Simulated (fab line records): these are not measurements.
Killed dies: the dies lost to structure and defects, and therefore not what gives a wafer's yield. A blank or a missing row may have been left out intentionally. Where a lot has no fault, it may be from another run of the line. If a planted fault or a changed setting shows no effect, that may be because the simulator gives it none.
Which tool is to blame? ; flow sky130 ; 15 lots, 43 wafers sampled, at 6 steps of a route of 708

## WHAT THE GAUGES READ, wafer by wafer
SKY_VT_ADJUST_HVTR_OVL_MEAS_08. Usual: VT_ADJUST_HVTR_OVL gives 0.6 nm (standard deviation 1.3).
lot;measured;on;VT_ADJUST_HVTR_OVL (nm);flag
L784;day 9 11:59;overlay-01;0.5 0.6 -1.0;
L785;day 9 21:09;overlay-02;-0.4 -0.4 -0.1;
L786;day 10 02:13;overlay-02;1.0 0.7 2.0;
L787;day 10 11:11;overlay-02;1.7 0.6 1.5;
L788;day 10 16:17;overlay-02;1.4 2.0 0.2;
L789;day 11 14:30;overlay-02;3.7 2.5 1.2;
L790;day 12 06:23;overlay-02;-2.6 -1.5 -1.5;
L792;day 12 17:12;overlay-02;0.5 1.4 0.4;
L791;day 12 17:53;overlay-02;3.0 2.6 1.4;
L793;day 12 21:11;overlay-02;2.0 -0.6 1.3;
L795;day 14 04:11;overlay-02;1.2 -0.2 -0.2;
L796;day 14 05:59;overlay-02;0.4 2.1 1.7;
L798;day 14 12:29;overlay-02;-0.6 -0.6;
L800;day 14 20:18;overlay-02;-0.7 -0.3;
L805;day 16 05:30;overlay-02;-1.9 -2.0 -1.4;

SKY_SONOS_TUNNEL_CD_MEAS_07 targets a cd of 410 nm. Usual: cd nm 410.0 nm, standard deviation 2.1.
lot;measured;on;cd nm (nm);flag
L784;day 11 08:41;cd sem-02;410.5 409.1 408.1;
L785;day 11 18:25;cd sem-02;409.5 413.3 411.8;
L786;day 12 00:50;cd sem-01;409.9 411.6 412.2;
L787;day 12 08:50;cd sem-02;415.5 413.7 413.8;
L788;day 12 15:32;cd sem-02;410.3 409.6 411.2;
L789;day 13 15:07;cd sem-01;409.7 411.6 413.1;
L790;day 14 08:37;cd sem-01;411.9 409.0 412.1;
L792;day 15 00:40;cd sem-01;408.7 407.7 408.3;
L791;day 15 01:00;cd sem-01;409.4 410.6 408.7;
L793;day 15 03:14;cd sem-01;411.0 409.6 409.6;
L795;day 15 11:09;cd sem-01;411.4 410.9 412.7;
L796;day 16 05:05;cd sem-01;411.0 410.7 408.9;
L798;day 16 18:47;cd sem-01;411.4 409.9;
L800;day 17 03:58;cd sem-02;412.5 410.6;
L805;day 18 17:53;cd sem-01;411.9 409.8 412.1;

SKY_CONTACT_THK_MEAS_03. Usual: CONTACT_HDPCVD_THK gives 565 nm (standard deviation 9).
lot;measured;on;CONTACT_HDPCVD_THK (nm);flag
L784;day 30 22:13;film metro-04;570 568 554;
L785;day 31 00:08;film metro-01;556 576 552;
L786;day 32 04:07;film metro-03;566 557 558;
L787;day 32 04:47;film metro-01;565 565 551;
L788;day 32 02:43;film metro-01;571 550 556;
L789;day 33 12:46;film metro-04;543 567 566;
L790;day 33 12:01;film metro-04;568 558 552;
L792;day 34 04:55;film metro-01;548 549 559;
L791;day 34 08:13;film metro-04;565 567 554;
L793;day 34 15:07;film metro-01;558 558 566;
L795;day 34 15:50;film metro-01;546 563 571;
L796;day 35 13:13;film metro-04;571 570 562;
L798;day 35 19:17;film metro-04;561 572 561 572;
L800;day 36 02:03;film metro-04;560 572;
L805;day 37 17:40;film metro-04;570 556 561;

## WHICH TOOL RAN EACH LOT (tool, then ch and the chambers of the sampled wafers, then the start)
lot;SKY_GATE_OXIDE_STRIP_13;SKY_POLY_GATE_ETCH_15;SKY_POLY_GATE_STRIP_18
L784;plasma asher-02 ch 0,1, day 14 06:10;rie diel-03 ch 2,3, day 16 20:44;plasma asher-02 ch 0,1, day 16 20:58
L785;plasma asher-02 ch 0,1, day 14 07:32;rie diel-01 ch 0,3, day 16 20:58;plasma asher-03 ch 0,1, day 16 21:14
L786;plasma asher-03 ch 0,1, day 15 12:20;rie diel-01 ch 0,3, day 18 04:10;plasma asher-03 ch 0,1, day 18 04:24
L787;plasma asher-02 ch 0,1, day 15 12:13;rie diel-03 ch 0,3, day 18 04:14;plasma asher-01 ch 0,1, day 18 04:28
L788;plasma asher-03 ch 0,1, day 15 12:38;rie diel-02 ch 1,2,3, day 18 03:14;plasma asher-01 ch 0,1, day 18 03:28
L789;plasma asher-02 ch 0,1, day 16 21:59;rie diel-03 ch 0,3, day 19 17:43;plasma asher-01 ch 0,1, day 19 17:57
L790;plasma asher-02 ch 0,1, day 16 23:05;rie diel-01 ch 0,2, day 19 17:50;plasma asher-02 ch 0,1, day 19 18:04
L792;plasma asher-03 ch 0,1, day 17 17:22;rie diel-03 ch 2,3, day 20 14:58;plasma asher-02 ch 0,1, day 20 15:13
L791;plasma asher-03 ch 0,1, day 17 21:24;rie diel-03 ch 0,1,2, day 20 18:10;plasma asher-01 ch 0,1, day 20 18:27
L793;plasma asher-04 ch 0,1, day 17 21:28;rie diel-03 ch 0,1,2, day 20 19:40;plasma asher-02 ch 0,1, day 20 19:55
L795;plasma asher-03 ch 0,1, day 18 03:20;rie diel-02 ch 0,3, day 20 23:36;plasma asher-01 ch 0,1, day 20 23:50
L796;plasma asher-02 ch 0,1, day 19 03:59;rie diel-03 ch 0,3, day 22 01:07;plasma asher-01 ch 0,1, day 22 01:22
L798;plasma asher-04 ch 1, day 19 17:16;rie diel-03 ch 0,1, day 22 12:10;plasma asher-02 ch 0,1, day 22 12:26
L800;plasma asher-02 ch 0,1, day 20 00:40;rie diel-03 ch 1,2, day 22 19:04;plasma asher-03 ch 0,1, day 22 19:19
L805;plasma asher-04 ch 0,1, day 21 17:09;rie diel-01 ch 2,3, day 24 10:40;plasma asher-03 ch 0,1, day 24 10:56
- SKY_GATE_OXIDE_STRIP_13: strips in O2/N2.
- SKY_POLY_GATE_ETCH_15: etches BARC in N2/H2, stops on SiO2, time 118.5 s, target depth 110 nm.
- SKY_POLY_GATE_STRIP_18: strips in O2/N2.

## AS READ BY THE TOOLS THEMSELVES (means over the sampled wafers that have a number; for cases with no such wafer, the mark the record gives instead)
SKY_GATE_OXIDE_STRIP_13. Usual: drypump motor current A 5.7 A, standard deviation 0.41; oes product au 0.716 a.u., standard deviation 0.005; strip time to endpoint s 14.18 s, standard deviation 0.032.
lot;tool;drypump motor current A (A);oes product au (a.u.);strip time to endpoint s (s);flag
L784;plasma asher-02;5.4;0.715;14.21;
L785;plasma asher-02;5.4;0.717;14.19;
L786;plasma asher-03;5.9;0.716;14.15;
L787;plasma asher-02;5.4;0.717;14.21;
L788;plasma asher-03;5.9;0.712;14.20;
L789;plasma asher-02;5.4;0.714;14.19;
L790;plasma asher-02;5.4;0.722;14.20;
L792;plasma asher-03;5.8;0.721;14.17;
L791;plasma asher-03;5.9;0.711;14.14;
L793;plasma asher-04;6.2;0.717;14.18;
L795;plasma asher-03;5.8;0.717;14.21;
L796;plasma asher-02;5.4;0.714;14.17;
L798;plasma asher-04;5.4;0.718;14.19;
L800;plasma asher-02;5.4;0.716;14.13;
L805;plasma asher-04;5.8;0.717;14.18;

SKY_POLY_GATE_ETCH_15. Usual: drypump motor current A 5.7 A, standard deviation 0.53; oes product au 0.716 a.u., standard deviation 0.0047; run length s 146.8 s, standard deviation 0.44; throttle valve pct 13.213 %, standard deviation 0.0085.
lot;tool;drypump motor current A (A);oes product au (a.u.);run length s (s);throttle valve pct (%);flag
L784;rie diel-03;5.4;0.717;146.9;13.212;
L785;rie diel-01;5.4;0.719;147.6;13.212;
L786;rie diel-01;5.9;0.718;147.3;13.210;
L787;rie diel-03;6.1;0.715;146.7;13.216;
L788;rie diel-02;5.3;0.717;146.8;13.216;
L789;rie diel-03;5.9;0.722;146.5;13.213;
L790;rie diel-01;6.5;0.714;146.9;13.218;
L792;rie diel-03;5.4;0.720;147.1;13.216;
L791;rie diel-03;5.5;0.713;146.9;13.214;
L793;rie diel-03;5.5;0.716;146.9;13.209;
L795;rie diel-02;5.3;0.715;147.0;13.221;
L796;rie diel-03;5.8;0.691;155.4;13.217;OFF
L798;rie diel-03;5.8;0.661;172.6;13.197;OFF
L800;rie diel-03;5.5;0.685;159.6;13.201;OFF
L805;rie diel-01;5.4;0.714;147.1;13.206;

SKY_POLY_GATE_STRIP_18. Usual: drypump motor current A 5.70 A, standard deviation 0.23; oes product au 0.359 a.u., standard deviation 0.0054; strip time to endpoint s 3.13 s, standard deviation 0.055.
lot;tool;drypump motor current A (A);oes product au (a.u.);strip time to endpoint s (s);flag
L784;plasma asher-02;5.38;0.363;3.11;
L785;plasma asher-03;5.78;0.360;3.19;
L786;plasma asher-03;5.74;0.362;3.16;
L787;plasma asher-01;5.78;0.356;3.10;
L788;plasma asher-01;5.78;0.357;3.19;
L789;plasma asher-01;5.83;0.358;3.11;
L790;plasma asher-02;5.39;0.359;3.14;
L792;plasma asher-02;5.39;0.360;3.07;
L791;plasma asher-01;5.84;0.354;3.08;
L793;plasma asher-02;5.43;0.360;3.07;
L795;plasma asher-01;5.83;0.360;3.18;
L796;plasma asher-01;5.83;0.354;3.00;
L798;plasma asher-02;5.44;0.350;2.88;OFF
L800;plasma asher-03;5.81;0.353;3.00;
L805;plasma asher-03;5.74;0.365;3.19;

## THE ANSWER, worked out from the rows above alone
Rule: a lot is off if the mean of its wafers that have a number lies more than 3 standard deviations from the usual mean. A lot without any number at a reading at which 4 lots or more have one is off too. All remaining lots with rows at the step are treated as sound. Order of review: gauges by route order, followed by the tools' own readings, for which a lot's mean as printed above is used. The first step at which some lot is off is used, and at that step the reading that is off furthest; a lot without a number counts as furthest.
Off: L796, L798, L800 (SKY_POLY_GATE_ETCH_15, run length s).
If a tool, at that step or one of the process steps before it, ran each lot that is off and ran no sound lot following the first of them, it fits. One fits: rie diel-03 at SKY_POLY_GATE_ETCH_15. Its last sound lot is L793 (day 20 19:40), its first lot that is off L796 (day 22 01:07): a fault that began between those two fits.
The tool's own readings at SKY_POLY_GATE_ETCH_15 bear it out: on the lots that are off they differ by more than 5 times the standard deviation of the sound lots' means. oes product au reads 0.679 a.u. there against 0.717 a.u. on the sound lots; run length s reads 162.5 s there against 147.0 s on the sound lots.

## WHAT THE SIMULATOR PUT IN
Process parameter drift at SKY_POLY_GATE_ETCH_15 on rie diel-03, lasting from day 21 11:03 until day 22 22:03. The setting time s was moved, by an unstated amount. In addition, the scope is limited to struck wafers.
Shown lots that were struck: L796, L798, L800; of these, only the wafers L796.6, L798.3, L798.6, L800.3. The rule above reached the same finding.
